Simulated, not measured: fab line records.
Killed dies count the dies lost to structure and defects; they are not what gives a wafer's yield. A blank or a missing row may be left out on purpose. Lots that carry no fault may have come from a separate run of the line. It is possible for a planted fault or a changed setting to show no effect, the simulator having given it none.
fab line records + flow sky130
record:
- lots: 12
- wafers: 36
- lastDay: 50
route steps=708 shown POLY_CUT@317 SD_P@328 RES_XHIGH@360 METAL4@635 PAD_OPEN@708
lots that met no fault: from a run of the same line without faults
startH: hours from the record's opening day to when the first of the lot's shown wafers began + waitH: how many hours have passed since the lot's step before this one + " repeats the value in the row above + L1.1+2: one row covering several wafers at once + - value missing, or start not given + * or withheld: withheld + < > ~ a bound
route shown NAME@n: a module of which the file shows steps, and the number in the route of the first + usual: the fault-free wafers' mean and standard deviation + same: alike in all rows + chamber/n: place in a boat + sites: readings site by site + _std_site: the values' standard deviation + _edge_site: outer sites' mean less inner sites' + radiusMm: for every site, how far away it sits from the centre of the wafer + mask NAME#n: copy n + behind: the most recent tool/chamber to have shaped the wafer + hold: the reason the lot was held/the length of the hold in hours/how it ended + device: names the non-switching transistor (n, p or np) + end of line: tests of these same wafers at the route's end + a step with no rows: only its recipe + killed: count of dies lost to structure and defects at first sort (not the wafer's yield) + map: a wafer's dies, marking killed ones x, the rest . and places with no die _
set.NAME: the setting as run; set.NAME@STEP: as run at that earlier step + model.NAME: the simulator's own value behind a step, which no gauge read
a sample of lots followed through the steps of the route, with each step as a table and each wafer as a row
services: a tool's chamber out of use, with start hour (startH, from the record's first day; less than 0 if before it), hours out, and reason
== steps ==
step: SKY_POLY_CUT_ETCH_10
recipe:
- chemistry: N2/H2
- target: BARC
- ionEnergyEv: 200
- sourceW: 500
- biasW: 100
- pressureMtorr: 30
- n2FlowSccm: 100
- h2FlowSccm: 200
- stopOn: SiO2
- timeS: 45.9
- targetDepthA: 600
usual:
- drypumpMotorCurrentA: 5.8/0.31
- oesProductAu: 0.855/0.0052
- throttleValvePct: 13.224/0.011
| lot.wafer | tool       | chamber | startH | waitH | drypumpMotorCurrentA | oesProductAu | rfHoursCounterH | throttleValvePct |
|-----------|------------|---------|--------|-------|----------------------|--------------|-----------------|------------------|
| L684.3    | rieDiel-04 | 0       | 546.67 | 0.0   | 5.9                  | 0.854        | 3               | 13.222           |
| L684.4    | "          | 2       | "      | "     | 6.4                  | 0.859        | 49              | 13.240           |
| L684.5    | "          | 3       | "      | "     | 5.4                  | 0.855        | -               | 13.206           |
| L685.1    | rieDiel-03 | 0       | 549.02 | 0.0   | 5.8                  | 0.860        | 15              | 13.216           |
| L685.4    | "          | 3       | "      | "     | 6.3                  | 0.860        | 7               | 13.238           |
| L685.6    | "          | 1       | "      | "     | 5.3                  | 0.841        | -               | 13.237           |
| L686.1    | rieDiel-01 | 3       | 555.31 | 0.0   | 5.6                  | 0.861        | 15              | 13.215           |
| L686.2    | "          | 0       | "      | "     | 6.0                  | 0.856        | 50              | 13.236           |
| L686.6    | "          | 2       | "      | "     | 5.9                  | 0.853        | -               | 13.243           |
| L687.1    | rieDiel-01 | 2       | 573.12 | 0.0   | 5.9                  | 0.858        | 7               | 13.232           |
| L687.5    | "          | 0       | "      | "     | 6.0                  | 0.857        | -               | 13.235           |
| L687.6    | "          | 3       | "      | "     | 5.6                  | 0.860        | -               | 13.216           |
| L688.1    | rieDiel-04 | 1       | 580.67 | 0.0   | 5.8                  | 0.854        | 47              | 13.213           |
| L688.3    | "          | 0       | "      | "     | 5.9                  | 0.859        | 3               | 13.222           |
| L688.6    | "          | 0       | "      | "     | 5.9                  | 0.855        | -               | 13.231           |
| L693.3    | rieDiel-04 | 1       | 624.27 | 0.0   | 5.8                  | 0.854        | 48              | 13.219           |
| L693.5    | "          | 0       | "      | "     | 5.9                  | 0.862        | -               | 13.233           |
| L693.6    | "          | 3       | "      | "     | 5.4                  | 0.854        | -               | 13.225           |
| L696.1    | rieDiel-01 | 1       | 645.87 | 0.0   | 6.0                  | 0.842        | 54              | 13.239           |
| L696.2    | "          | 3       | "      | "     | 5.7                  | 0.852        | 16              | 13.233           |
| L696.6    | "          | 0       | "      | "     | 6.0                  | 0.846        | -               | 13.224           |
| L697.3    | rieDiel-04 | 0       | 647.46 | 0.0   | 5.9                  | 0.853        | 4               | 13.231           |
| L697.4    | "          | 1       | "      | "     | 5.8                  | 0.854        | 48              | 13.212           |
| L697.5    | "          | 1       | "      | "     | 5.8                  | 0.849        | -               | 13.214           |
| L704.2    | rieDiel-04 | 3       | 714.97 | 0.0   | 5.4                  | 0.851        | 4               | 13.229           |
| L704.4    | "          | 0       | "      | "     | 5.9                  | 0.849        | -               | 13.217           |
| L704.6    | "          | 3       | "      | "     | 5.4                  | 0.853        | -               | 13.228           |
| L705.1    | rieDiel-04 | 0       | 726.52 | 0.0   | 5.9                  | 0.849        | 6               | 13.225           |
| L705.3    | "          | 2       | "      | "     | 6.4                  | 0.850        | 0               | 13.220           |
| L705.5    | "          | 0       | "      | "     | 5.9                  | 0.854        | -               | 13.229           |
| L706.1    | rieDiel-03 | 0       | 728.32 | 0.0   | 5.8                  | 0.852        | 19              | 13.214           |
| L706.3    | "          | 2       | "      | "     | 5.6                  | 0.863        | 3               | 13.233           |
| L706.6    | "          | 3       | "      | "     | 6.3                  | 0.854        | -               | 13.230           |
| L707.2    | rieDiel-01 | 2       | 731.47 | 0.0   | 6.0                  | 0.849        | 12              | 13.210           |
| L707.3    | "          | 3       | "      | "     | 5.6                  | 0.851        | 19              | 13.229           |
| L707.5    | "          | 1       | "      | "     | 6.1                  | 0.847        | -               | 13.218           |
step: SKY_SD_P_OVL_MEAS_08
usual:
- SD_P_OVL: -0.7/1.3
| lot.wafer | tool       | chamber | startH | waitH | SD_P_OVL[nm] |
|-----------|------------|---------|--------|-------|--------------|
| L684.3    | overlay-02 | -       | 577.55 | 0.1   | -3.7         |
| L684.4    | "          | -       | "      | "     | -4.6         |
| L684.5    | "          | -       | "      | "     | -3.3         |
| L685.1    | overlay-02 | -       | 579.30 | 0.1   | -1.9         |
| L685.4    | "          | -       | "      | "     | -1.6         |
| L685.6    | "          | -       | "      | "     | -1.0         |
| L686.1    | overlay-02 | -       | 585.07 | 0.1   | 0.8          |
| L686.2    | "          | -       | "      | "     | -0.8         |
| L686.6    | "          | -       | "      | "     | -0.1         |
| L687.1    | overlay-02 | -       | 602.77 | 0.1   | -0.8         |
| L687.5    | "          | -       | "      | "     | -1.5         |
| L687.6    | "          | -       | "      | "     | -1.9         |
| L688.1    | overlay-01 | -       | 608.90 | 0.1   | 0.6          |
| L688.3    | "          | -       | "      | "     | 0.2          |
| L688.6    | "          | -       | "      | "     | 1.3          |
| L693.3    | overlay-01 | -       | 653.43 | 0.1   | 0.4          |
| L693.5    | "          | -       | "      | "     | 2.3          |
| L693.6    | "          | -       | "      | "     | -0.3         |
| L696.1    | overlay-02 | -       | 674.10 | 0.1   | 0.2          |
| L696.2    | "          | -       | "      | "     | -0.3         |
| L696.6    | "          | -       | "      | "     | -0.2         |
| L697.3    | overlay-02 | -       | 675.00 | 0.1   | -0.6         |
| L697.4    | "          | -       | "      | "     | -1.4         |
| L697.5    | "          | -       | "      | "     | -2.0         |
| L704.2    | overlay-01 | -       | 741.36 | 0.1   | -0.4         |
| L704.4    | "          | -       | "      | "     | -0.3         |
| L704.6    | "          | -       | "      | "     | 0.7          |
| L705.1    | overlay-02 | -       | 753.12 | 0.1   | -2.7         |
| L705.3    | "          | -       | "      | "     | -2.3         |
| L705.5    | "          | -       | "      | "     | -1.6         |
| L706.1    | overlay-02 | -       | 754.90 | 0.1   | 1.4          |
| L706.3    | "          | -       | "      | "     | 1.9          |
| L706.6    | "          | -       | "      | "     | 0.1          |
| L707.2    | overlay-02 | -       | 757.51 | 0.1   | -1.0         |
| L707.3    | "          | -       | "      | "     | -0.7         |
| L707.5    | "          | -       | "      | "     | -1.2         |
step: SKY_SD_N_RS_MEAS_18
recipe:
- thkMeasGauge: four-point-probe
usual:
- RES_XHIGH_RS: 333.6/1.3
| lot.wafer | tool         | chamber | startH | waitH | RES_XHIGH_RS[ohm/sq] |
|-----------|--------------|---------|--------|-------|----------------------|
| L684.3    | filmMetro-03 | -       | 637.47 | 0.1   | 333.7                |
| L684.4    | "            | -       | "      | "     | 334.5                |
| L684.5    | "            | -       | "      | "     | 333.2                |
| L685.1    | filmMetro-03 | -       | 638.86 | 0.1   | 333.6                |
| L685.4    | "            | -       | "      | "     | 335.0                |
| L685.6    | "            | -       | "      | "     | 335.0                |
| L686.1    | filmMetro-03 | -       | 644.75 | 0.1   | 330.7                |
| L686.2    | "            | -       | "      | "     | 332.0                |
| L686.6    | "            | -       | "      | "     | 331.9                |
| L687.1    | filmMetro-04 | -       | 661.71 | 0.1   | 332.6                |
| L687.5    | "            | -       | "      | "     | 332.6                |
| L687.6    | "            | -       | "      | "     | 331.7                |
| L688.1    | filmMetro-02 | -       | 667.65 | 0.1   | 333.6                |
| L688.3    | "            | -       | "      | "     | 333.1                |
| L688.6    | "            | -       | "      | "     | 333.1                |
| L693.3    | filmMetro-02 | -       | 710.04 | 0.1   | 333.9                |
| L693.5    | "            | -       | "      | "     | 332.9                |
| L693.6    | "            | -       | "      | "     | 333.4                |
| L696.1    | filmMetro-04 | -       | 728.94 | 0.1   | 335.0                |
| L696.2    | "            | -       | "      | "     | 332.5                |
| L696.6    | "            | -       | "      | "     | 334.0                |
| L697.3    | filmMetro-02 | -       | 731.55 | 0.1   | 335.5                |
| L697.4    | "            | -       | "      | "     | 336.2                |
| L697.5    | "            | -       | "      | "     | 335.5                |
| L704.2    | filmMetro-02 | -       | 794.17 | 0.1   | 334.6                |
| L704.4    | "            | -       | "      | "     | 332.4                |
| L704.6    | "            | -       | "      | "     | 333.3                |
| L705.1    | filmMetro-04 | -       | 805.58 | 0.1   | 333.9                |
| L705.3    | "            | -       | "      | "     | 336.2                |
| L705.5    | "            | -       | "      | "     | 335.7                |
| L706.1    | filmMetro-02 | -       | 807.55 | 0.1   | 333.7                |
| L706.3    | "            | -       | "      | "     | 332.7                |
| L706.6    | "            | -       | "      | "     | 332.3                |
| L707.2    | filmMetro-02 | -       | 810.27 | 0.1   | 334.2                |
| L707.3    | "            | -       | "      | "     | 333.6                |
| L707.5    | "            | -       | "      | "     | 335.2                |
step: SKY_METAL4_STRIP_19
recipe:
- chemistry: O2/N2
- powerW: 1400
- pressureMtorr: 1500
- platenTempC: withheld
- o2FlowSccm: 3000
- n2FlowSccm: 300
- overashFraction: 0.5
usual:
- chamberPressureMTorr: 1500.0/1.4
- drypumpMotorCurrentA: 5.7/0.37
- oesProductAu: 0.501/0.0062
- stripTimeToEndpointS: 6.51/0.086
| lot.wafer | tool           | chamber | startH  | waitH | chamberPressureMTorr | drypumpMotorCurrentA | oesProductAu | rfHoursCounterH | stripTimeToEndpointS |
|-----------|----------------|---------|---------|-------|----------------------|----------------------|--------------|-----------------|----------------------|
| L684.3    | plasmaAsher-02 | 0       | 975.60  | 0.1   | 1498.9               | 6.1                  | 0.496        | -               | 6.41                 |
| L684.4    | "              | 1       | "       | "     | 1499.3               | 5.5                  | 0.513        | -               | 6.62                 |
| L684.5    | "              | 0       | "       | "     | 1502.2               | 6.1                  | 0.501        | -               | 6.58                 |
| L685.1    | plasmaAsher-03 | 0       | 977.13  | 0.1   | 1501.0               | 5.7                  | 0.498        | 86              | 6.52                 |
| L685.4    | "              | 1       | "       | "     | 1499.7               | 5.7                  | 0.502        | -               | 6.47                 |
| L685.6    | "              | 0       | "       | "     | 1501.6               | 5.7                  | 0.505        | -               | 6.45                 |
| L686.1    | plasmaAsher-02 | 0       | 980.89  | 0.1   | 1495.6               | 6.1                  | 0.508        | 111             | 6.55                 |
| L686.2    | "              | 1       | "       | "     | 1501.4               | 5.5                  | 0.493        | 111             | 6.33                 |
| L686.6    | "              | 0       | "       | "     | 1499.5               | 6.1                  | 0.509        | -               | 6.52                 |
| L687.1    | plasmaAsher-04 | 0       | 995.10  | 0.1   | 1501.9               | 6.1                  | 0.511        | 57              | 6.66                 |
| L687.5    | "              | 0       | "       | "     | 1501.9               | 6.2                  | 0.501        | -               | 6.61                 |
| L687.6    | "              | 1       | "       | "     | 1498.2               | 5.2                  | 0.501        | -               | 6.54                 |
| L688.1    | plasmaAsher-03 | 0       | 999.27  | 0.1   | 1498.8               | 5.8                  | 0.493        | 87              | 6.38                 |
| L688.3    | "              | 1       | "       | "     | 1500.0               | 5.7                  | 0.490        | -               | 6.30                 |
| L688.6    | "              | 0       | "       | "     | 1499.0               | 5.8                  | 0.497        | -               | 6.50                 |
| L693.3    | plasmaAsher-02 | 0       | 1034.31 | 0.2   | 1501.1               | 6.1                  | 0.494        | -               | 6.51                 |
| L693.5    | "              | 0       | "       | "     | 1500.4               | 6.1                  | 0.496        | -               | 6.55                 |
| L693.6    | "              | 1       | "       | "     | 1497.3               | 5.5                  | 0.493        | -               | 6.55                 |
| L696.1    | plasmaAsher-02 | 0       | 1051.45 | 0.1   | -                    | -                    | -            | -               | -                    |
| L696.2    | "              | 1       | "       | "     | -                    | -                    | -            | -               | -                    |
| L696.6    | "              | 1       | "       | "     | -                    | -                    | -            | -               | -                    |
| L697.3    | plasmaAsher-02 | 0       | 1053.49 | 0.1   | -                    | -                    | -            | -               | -                    |
| L697.4    | "              | 1       | "       | "     | -                    | -                    | -            | -               | -                    |
| L697.5    | "              | 1       | "       | "     | -                    | -                    | -            | -               | -                    |
| L704.2    | plasmaAsher-04 | 1       | 1102.50 | 0.1   | 1501.6               | 5.2                  | 0.495        | 65              | 6.44                 |
| L704.4    | "              | 0       | "       | "     | 1499.7               | 6.1                  | 0.503        | -               | 6.52                 |
| L704.6    | "              | 1       | "       | "     | 1499.3               | 5.1                  | 0.502        | -               | 6.49                 |
| L705.1    | plasmaAsher-04 | 1       | 1110.45 | 0.1   | 1499.3               | 5.2                  | 0.496        | 66              | 6.50                 |
| L705.3    | "              | 0       | "       | "     | 1500.1               | 6.2                  | 0.503        | -               | 6.46                 |
| L705.5    | "              | 1       | "       | "     | 1500.4               | 5.2                  | 0.496        | -               | 6.50                 |
| L706.1    | plasmaAsher-04 | 0       | 1110.93 | 0.1   | 1501.6               | 6.1                  | 0.505        | 66              | 6.59                 |
| L706.3    | "              | 0       | "       | "     | 1499.8               | 6.1                  | 0.496        | -               | 6.42                 |
| L706.6    | "              | 1       | "       | "     | 1500.5               | 5.2                  | 0.497        | -               | 6.43                 |
| L707.2    | plasmaAsher-04 | 1       | 1115.93 | 0.2   | 1498.6               | 5.2                  | 0.503        | 66              | 6.63                 |
| L707.3    | "              | 1       | "       | "     | 1501.0               | 5.2                  | 0.510        | -               | 6.69                 |
| L707.5    | "              | 1       | "       | "     | 1500.6               | 5.2                  | 0.512        | -               | 6.61                 |
step: SKY_PAD_OPEN_PROBE_99
usual:
- defectLimitedYield: 82.5/1.9
- killed_at_M0_to_M3: 42/7.4
- killed_at_M4_up: 3.4/1.8
- killedAtContacts: 25/5.4
- killedAtFrontEnd: 15/4.4
- killedAtOther: 0.2/0.52
- killedDies: 86/9.3
- killedOnRim: 17/3.9
- killedOpen: 47/7.6
- killedShort: 39/6.5
- sort_bin_3_pad_short: 0.9/0.46
- sort_bin_5_function: 10.3/1.5
- sort_bin_6_memory: 6.3/1.2
- sortNPass: 406/9.3
- sortYieldPct: 82.5/1.9
same:
- grossDies: 492
- killedAtBackSide: 0
- sort_bin_4_leakage[%]: 0
- sort_bin_8_speed[%]: 0
| lot.wafer | tool      | chamber | startH  | waitH | defectLimitedYield[%] | killed_at_M0_to_M3 | killed_at_M4_up | killedAtContacts | killedAtFrontEnd | killedAtOther | killedDies | killedOnRim | killedOpen | killedShort | sort_bin_3_pad_short[%] | sort_bin_5_function[%] | sort_bin_6_memory[%] | sortNPass | sortYieldPct[%] |
|-----------|-----------|---------|---------|-------|-----------------------|--------------------|-----------------|------------------|------------------|---------------|------------|-------------|------------|-------------|-------------------------|------------------------|----------------------|-----------|-----------------|
| L688.1    | prober-02 | -       | 1090.45 | 0.1   | 84.8                  | 37                 | 3               | 17               | 18               | 0             | 75         | 15          | 33         | 42          | 1.0                     | 8.7                    | 5.5                  | 417       | 84.8            |
| L688.3    | prober-02 | -       | 1090.55 | 0.2   | 82.9                  | 36                 | 2               | 25               | 21               | 0             | 84         | 19          | 51         | 33          | 0.4                     | 8.7                    | 7.9                  | 408       | 82.9            |
| L688.6    | prober-02 | -       | 1090.70 | 0.2   | 81.5                  | 40                 | 7               | 30               | 13               | 1             | 91         | 18          | 54         | 37          | 0.8                     | 10.8                   | 6.9                  | 401       | 81.5            |
| L693.6    | prober-01 | -       | 1124.02 | 0.2   | 80.9                  | 57                 | 1               | 29               | 6                | 1             | 94         | 16          | 38         | 56          | 0.4                     | 11.6                   | 7.1                  | 398       | 80.9            |
| L696.1    | prober-02 | -       | 1138.21 | 0.1   | 0                     | 37                 | 417             | 26               | 12               | 0             | 492        | 96          | 40         | 39          | 0.4                     | 94.9                   | 4.7                  | 0         | 0               |
| L696.2    | prober-02 | -       | 1138.26 | 0.1   | 0                     | 49                 | 401             | 25               | 17               | 0             | 492        | 96          | 50         | 43          | 1.2                     | 93.3                   | 5.5                  | 0         | 0               |
| L696.6    | prober-02 | -       | 1138.46 | 0.2   | 0                     | 42                 | 401             | 27               | 21               | 1             | 492        | 96          | 58         | 36          | 0                       | 93.3                   | 6.7                  | 0         | 0               |
| L697.3    | prober-01 | -       | 1140.50 | 0.2   | 0                     | 53                 | 399             | 26               | 14               | 0             | 492        | 96          | 51         | 44          | 1.2                     | 92.7                   | 6.1                  | 0         | 0               |
| L697.4    | prober-01 | -       | 1140.55 | 0.2   | 0                     | 49                 | 407             | 15               | 21               | 0             | 492        | 96          | 43         | 47          | 0.8                     | 93.5                   | 5.7                  | 0         | 0               |
| L697.5    | prober-01 | -       | 1140.60 | 0.2   | 0                     | 50                 | 390             | 30               | 21               | 1             | 492        | 96          | 64         | 43          | 1.2                     | 91.5                   | 7.3                  | 0         | 0               |
| L704.2    | prober-02 | -       | 1180.29 | 0.1   | 82.7                  | 36                 | 2               | 28               | 18               | 1             | 85         | 16          | 42         | 43          | 0.6                     | 10.4                   | 6.3                  | 407       | 82.7            |
| L704.4    | prober-02 | -       | 1180.39 | 0.2   | 85.4                  | 37                 | 4               | 24               | 7                | 0             | 72         | 16          | 42         | 30          | 0.4                     | 8.7                    | 5.5                  | 420       | 85.4            |
| L704.6    | prober-02 | -       | 1180.49 | 0.2   | 84.6                  | 34                 | 2               | 30               | 10               | 0             | 76         | 18          | 41         | 35          | 0.6                     | 9.1                    | 5.7                  | 416       | 84.6            |
| L705.1    | prober-02 | -       | 1186.65 | 0.1   | 87.0                  | 29                 | 0               | 21               | 13               | 1             | 64         | 11          | 40         | 24          | 1.4                     | 6.5                    | 5.1                  | 428       | 87.0            |
| L705.3    | prober-02 | -       | 1186.75 | 0.2   | 82.5                  | 49                 | 4               | 21               | 12               | 0             | 86         | 14          | 45         | 41          | 0.4                     | 8.3                    | 8.7                  | 406       | 82.5            |
| L705.5    | prober-02 | -       | 1186.85 | 0.2   | 83.7                  | 35                 | 3               | 23               | 17               | 2             | 80         | 18          | 41         | 39          | 0.4                     | 10.8                   | 5.1                  | 412       | 83.7            |
| L706.1    | prober-01 | -       | 1188.15 | 0.1   | 83.5                  | 33                 | 4               | 25               | 19               | 0             | 81         | 16          | 36         | 45          | 0.2                     | 10.8                   | 5.5                  | 411       | 83.5            |
| L706.3    | prober-01 | -       | 1188.25 | 0.2   | 81.9                  | 46                 | 0               | 27               | 16               | 0             | 89         | 21          | 47         | 42          | 0.8                     | 9.8                    | 7.5                  | 403       | 81.9            |
| L706.6    | prober-01 | -       | 1188.40 | 0.2   | 80.7                  | 45                 | 0               | 34               | 16               | 0             | 95         | 30          | 46         | 49          | 1.4                     | 11.8                   | 6.1                  | 397       | 80.7            |
| L707.2    | prober-02 | -       | 1191.60 | 0.1   | 81.1                  | 52                 | 2               | 20               | 19               | 0             | 93         | 22          | 52         | 41          | 1.2                     | 11.0                   | 6.7                  | 399       | 81.1            |
| L707.3    | prober-02 | -       | 1191.65 | 0.2   | 83.9                  | 44                 | 3               | 18               | 14               | 0             | 79         | 12          | 45         | 34          | 1.6                     | 10.0                   | 4.5                  | 413       | 83.9            |
| L707.5    | prober-02 | -       | 1191.75 | 0.2   | 81.5                  | 43                 | 1               | 27               | 19               | 1             | 91         | 18          | 46         | 45          | 0.2                     | 10.4                   | 7.9                  | 401       | 81.5            |
killed by level:class
L688.1 METAL2:geometricParticle:short=8 VIA1:geometricParticle:open=7 POLY_GATE:geometricParticle:open=6 CONTACT:geometricParticle:short=6 VIA2:geometricParticle:open=5 LOCAL_INTERCONNECT:geometricParticle:short=4 VIA2:geometricParticle:short=4 SPACER:geometricParticle:open=3
L688.3 CONTACT:geometricParticle:open=10 VIA2:geometricParticle:open=8 FIELD_ISO:geometricParticle:open=6 POLY_GATE:geometricParticle:short=6 LOCAL_INTERCONNECT:geometricParticle:short=6 VIA1:geometricParticle:open=6 VIA3:geometricParticle:open=6 LOCAL_INTERCONNECT:geometricParticle:open=5
L688.6 CONTACT:geometricParticle:open=16 VIA1:geometricParticle:open=12 VIA3:geometricParticle:open=8 METAL1:geometricParticle:short=6 METAL4:geometricParticle:short=6 LI_CONTACT:geometricParticle:short=4 FIELD_ISO:geometricParticle:short=4 FIELD_ISO:geometricParticle:open=4
L693.6 METAL1:geometricParticle:short=11 CONTACT:geometricParticle:open=11 VIA3:geometricParticle:open=8 METAL2:geometricParticle:short=8 LOCAL_INTERCONNECT:geometricParticle:short=6 VIA2:geometricParticle:open=6 CONTACT:geometricParticle:short=5 VIA1:geometricParticle:short=5
L696.1 VIA4:areaHdpcvd=413 CONTACT:geometricParticle:open=10 VIA3:geometricParticle:open=7 LOCAL_INTERCONNECT:geometricParticle:short=5 LI_CONTACT:geometricParticle:open=5 VIA1:geometricParticle:open=5 VIA2:geometricParticle:short=5 VIA3:geometricParticle:short=5
L696.2 VIA4:areaHdpcvd=399 LI_CONTACT:geometricParticle:open=10 CONTACT:geometricParticle:open=8 VIA1:geometricParticle:open=8 VIA2:geometricParticle:open=8 VIA3:geometricParticle:open=7 FIELD_ISO:geometricParticle:short=6 METAL2:geometricParticle:short=6
L696.6 VIA4:areaHdpcvd=398 CONTACT:geometricParticle:open=14 VIA1:geometricParticle:open=14 FIELD_ISO:geometricParticle:short=10 VIA2:geometricParticle:open=6 VIA3:geometricParticle:open=6 FIELD_ISO:geometricParticle:open=5 LI_CONTACT:geometricParticle:open=5
L697.3 VIA4:areaHdpcvd=397 VIA1:geometricParticle:open=13 VIA2:geometricParticle:open=11 CONTACT:geometricParticle:open=7 VIA3:geometricParticle:open=6 FIELD_ISO:geometricParticle:short=6 METAL1:geometricParticle:short=6 METAL2:geometricParticle:short=6
L697.4 VIA4:areaHdpcvd=402 METAL1:geometricParticle:short=9 VIA1:geometricParticle:open=9 FIELD_ISO:geometricParticle:short=8 VIA2:geometricParticle:open=8 METAL2:geometricParticle:short=6 VIA3:geometricParticle:open=6 FIELD_ISO:geometricParticle:open=5
L697.5 VIA4:areaHdpcvd=385 VIA1:geometricParticle:open=17 LI_CONTACT:geometricParticle:open=10 FIELD_ISO:geometricParticle:short=8 VIA2:geometricParticle:open=8 FIELD_ISO:geometricParticle:open=6 CONTACT:geometricParticle:open=6 CONTACT:geometricParticle:short=6
L704.2 CONTACT:geometricParticle:open=11 VIA1:geometricParticle:open=9 METAL1:geometricParticle:short=7 FIELD_ISO:geometricParticle:short=6 LI_CONTACT:geometricParticle:open=6 CONTACT:geometricParticle:short=6 VIA3:geometricParticle:open=5 VIA1:geometricParticle:short=4
L704.4 VIA1:geometricParticle:open=13 LOCAL_INTERCONNECT:geometricParticle:short=7 CONTACT:geometricParticle:open=6 VIA3:geometricParticle:open=5 METAL2:geometricParticle:short=5 FIELD_ISO:geometricParticle:open=4 LI_CONTACT:geometricParticle:open=4 CONTACT:geometricParticle:short=3
L704.6 CONTACT:geometricParticle:open=10 VIA3:geometricParticle:open=8 LI_CONTACT:geometricParticle:open=6 CONTACT:geometricParticle:short=6 VIA1:geometricParticle:open=6 LOCAL_INTERCONNECT:geometricParticle:short=5 METAL2:geometricParticle:short=5 FIELD_ISO:geometricParticle:open=3
L705.1 VIA2:geometricParticle:open=8 LI_CONTACT:geometricParticle:open=7 CONTACT:geometricParticle:open=7 VIA3:geometricParticle:open=5 FIELD_ISO:geometricParticle:short=4 CONTACT:geometricParticle:short=4 VIA1:geometricParticle:open=3 VIA1:geometricParticle:short=3
L705.3 VIA1:geometricParticle:open=9 VIA2:geometricParticle:open=9 CONTACT:geometricParticle:short=7 VIA3:geometricParticle:open=7 METAL1:geometricParticle:short=5 CONTACT:geometricParticle:open=5 FIELD_ISO:geometricParticle:open=4 VIA2:geometricParticle:short=4
L705.5 CONTACT:geometricParticle:open=12 VIA2:geometricParticle:open=9 METAL2:geometricParticle:short=8 FIELD_ISO:geometricParticle:short=4 POLY_GATE:geometricParticle:short=4 LI_CONTACT:geometricParticle:open=4 CONTACT:geometricParticle:short=4 METAL1:geometricParticle:short=4
L706.1 CONTACT:geometricParticle:short=7 FIELD_ISO:geometricParticle:short=6 LI_CONTACT:geometricParticle:open=6 CONTACT:geometricParticle:open=6 VIA3:geometricParticle:open=6 METAL1:geometricParticle:short=6 METAL2:geometricParticle:short=5 VIA2:geometricParticle:short=4
L706.3 CONTACT:geometricParticle:open=12 VIA1:geometricParticle:open=8 VIA2:geometricParticle:open=7 METAL3:geometricParticle:short=6 POLY_GATE:geometricParticle:short=5 METAL1:geometricParticle:short=5 VIA1:geometricParticle:short=5 VIA3:geometricParticle:open=5
L706.6 CONTACT:geometricParticle:open=12 LI_CONTACT:geometricParticle:open=10 VIA1:geometricParticle:open=9 VIA1:geometricParticle:short=9 LOCAL_INTERCONNECT:geometricParticle:short=6 METAL1:geometricParticle:short=6 METAL2:geometricParticle:short=6 FIELD_ISO:geometricParticle:open=5
L707.2 VIA1:geometricParticle:open=11 POLY_GATE:geometricParticle:open=7 LI_CONTACT:geometricParticle:open=7 METAL2:geometricParticle:short=7 VIA2:geometricParticle:open=7 CONTACT:geometricParticle:open=6 VIA1:geometricParticle:short=6 POLY_GATE:geometricParticle:short=5
L707.3 LI_CONTACT:geometricParticle:open=9 VIA2:geometricParticle:open=8 VIA1:geometricParticle:open=8 FIELD_ISO:geometricParticle:short=6 METAL2:geometricParticle:short=6 VIA1:geometricParticle:short=5 VIA3:geometricParticle:open=5 POLY_GATE:geometricParticle:open=4
L707.5 VIA3:geometricParticle:open=14 LI_CONTACT:geometricParticle:open=8 VIA1:geometricParticle:open=8 POLY_GATE:geometricParticle:short=7 CONTACT:geometricParticle:open=7 LI_CONTACT:geometricParticle:short=5 CONTACT:geometricParticle:short=5 VIA1:geometricParticle:short=5
== services ==
| tool           | chamber | startH  | hours | kind   |
|----------------|---------|---------|-------|--------|
| rieDiel-01     | 0       | 534.33  | 4.8   | repair |
| rieDiel-04     | 1       | 556.66  | 3.2   | repair |
| plasmaAsher-02 | -       | 566.97  | 3.0   | repair |
| rieDiel-04     | -       | 572.86  | 0.8   | repair |
| rieDiel-01     | 3       | 603.71  | 2.6   | repair |
| rieDiel-01     | -       | 625.01  | 2.8   | pm     |
| plasmaAsher-02 | -       | 674.19  | 8.3   | repair |
| plasmaAsher-02 | -       | 684.45  | 14.6  | pm     |
| plasmaAsher-04 | -       | 690.53  | 5.0   | repair |
| rieDiel-01     | 2       | 715.38  | 4.8   | repair |
| plasmaAsher-04 | -       | 746.76  | 2.8   | pm     |
| plasmaAsher-02 | -       | 748.52  | 5.9   | repair |
| rieDiel-04     | -       | 765.29  | 14.6  | pm     |
| rieDiel-04     | 1       | 793.67  | 7.6   | repair |
| plasmaAsher-04 | -       | 820.15  | 5.8   | repair |
| rieDiel-01     | 1       | 827.46  | 6.3   | repair |
| plasmaAsher-02 | -       | 994.06  | 1.3   | repair |
| rieDiel-04     | -       | 1003.66 | 9.8   | repair |
| rieDiel-04     | 2       | 1030.12 | 45.6  | repair |
| plasmaAsher-02 | -       | 1055.25 | 9.0   | pm     |
| plasmaAsher-04 | -       | 1063.70 | 28.1  | pm     |
| rieDiel-04     | -       | 1078.52 | 2.8   | pm     |
| rieDiel-04     | 1       | 1093.12 | 6.5   | repair |
| plasmaAsher-04 | -       | 1105.90 | 0.8   | repair |
== key ==
firstSign:
- step: SKY_METAL4_STRIP_19
- reading: toolRecord
- direction: missing
effect:
- step: SKY_PAD_OPEN_PROBE_99
- reading: killed_at_M4_up
- direction: up
- sigmas: 99+
- usual: 3.4
- struck: 402.5
moreKillsBornAt:
- SKY_VIA4_HDPCVD_00@hdpcvd-01: 1210
- SKY_VIA4_HDPCVD_00@hdpcvd-02: 1184
metAt SKY_METAL4_STRIP_19
struckLots L696,L697
laterRowsLeftOut L696.1,L696.2,L696.6,L697.3,L697.4,L697.5
notActingAt SKY_POLY_CUT_ETCH_10,SKY_SD_P_OVL_MEAS_08,SKY_SD_N_RS_MEAS_18
onsetBetween 1034.31 1051.45
fault:
- kind: skippedStepWhole
- tool: plasmaAsher-02
- chamber: -
- onsetH: 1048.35
- steps: SKY_METAL4_STRIP_19
- scope: struckLotsOnly
laterRowsLeftOut: the simulator's readings of these wafers behind a module that went badly wrong aren't trusted and aren't shown, but for the sort
